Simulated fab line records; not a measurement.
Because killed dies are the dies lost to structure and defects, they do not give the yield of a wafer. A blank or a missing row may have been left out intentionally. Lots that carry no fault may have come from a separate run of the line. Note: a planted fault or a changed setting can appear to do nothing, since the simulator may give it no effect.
2 desks looking at one fault	flow sky130	numbers are kept per desk, each desk with only its own; the story behind them comes last

## FOR THE TOOL OWNER'S DESK: krf scanner-02
The tool's own readings at SKY_POLY_CUT_EXPOSE_05 (exposes mask NPCM, target cd 270 nm): means of the sampled wafers that have a number, for each lot that ran on this tool. Marked OUT: a lot whose mean sits more than 4 standard deviations from the usual mean, which makes it out of limits; the brackets give that distance.
Columns: A = exposure dose mJ cm2 at SKY_POLY_CUT_EXPOSE_05, usual 31.95; B = focus offset nm at SKY_POLY_CUT_EXPOSE_05, usual -0.1 nm; C = reticle temp C at SKY_POLY_CUT_EXPOSE_05, usual 22.99 C
lot	first seen here	A	B	C
L942	day 23 19:41	31.99	0.3	23.12
L945	day 24 23:24	31.98	-0.0	22.90
L946	day 25 14:26	31.96	0.3	23.09
L947	day 26 04:53	31.98	0.2	23.07
L953	day 27 22:54	31.99	0.0	23.04
L952	day 28 03:34	31.99	0.3	23.11
L954	day 28 16:04	31.93	-0.6	23.12
L956	day 29 02:43	31.93	-0.2	22.76
L964	day 32 00:13	31.98	-0.3	23.06
This desk's verdict: no lot among the 9 shows anything out of limits.

## AT THE METROLOGY DESK
What the gauges read, lot by lot, whatever tool the lot ran on: means of the sampled wafers that have a number. Marked OUT: a lot whose mean sits more than 4 standard deviations from the usual mean, which makes it out of limits; the brackets give that distance.
Columns: A = VIA2_BOW at SKY_VIA2_BOW_MEAS_03, usual 88 um
lot	first seen here	A
L942	day 35 10:41	87
L944	day 36 05:40	89
L945	day 36 12:42	91
L946	day 37 03:45	94
L947	day 37 16:47	82
L950	day 38 05:02	100
L949	day 38 11:05	90
L953	day 39 02:06	86
L952	day 39 08:22	86
L954	day 39 19:05	82
L956	day 40 04:15	81
L964	day 42 16:02	94
This desk's verdict: no lot among the 12 shows anything out of limits.

## TAKEN TOGETHER
Nothing out of limits was seen by the tool owner's desk.
Metrology desk: nothing out of limits seen.

## WHAT THE SIMULATOR HAD PUT IN
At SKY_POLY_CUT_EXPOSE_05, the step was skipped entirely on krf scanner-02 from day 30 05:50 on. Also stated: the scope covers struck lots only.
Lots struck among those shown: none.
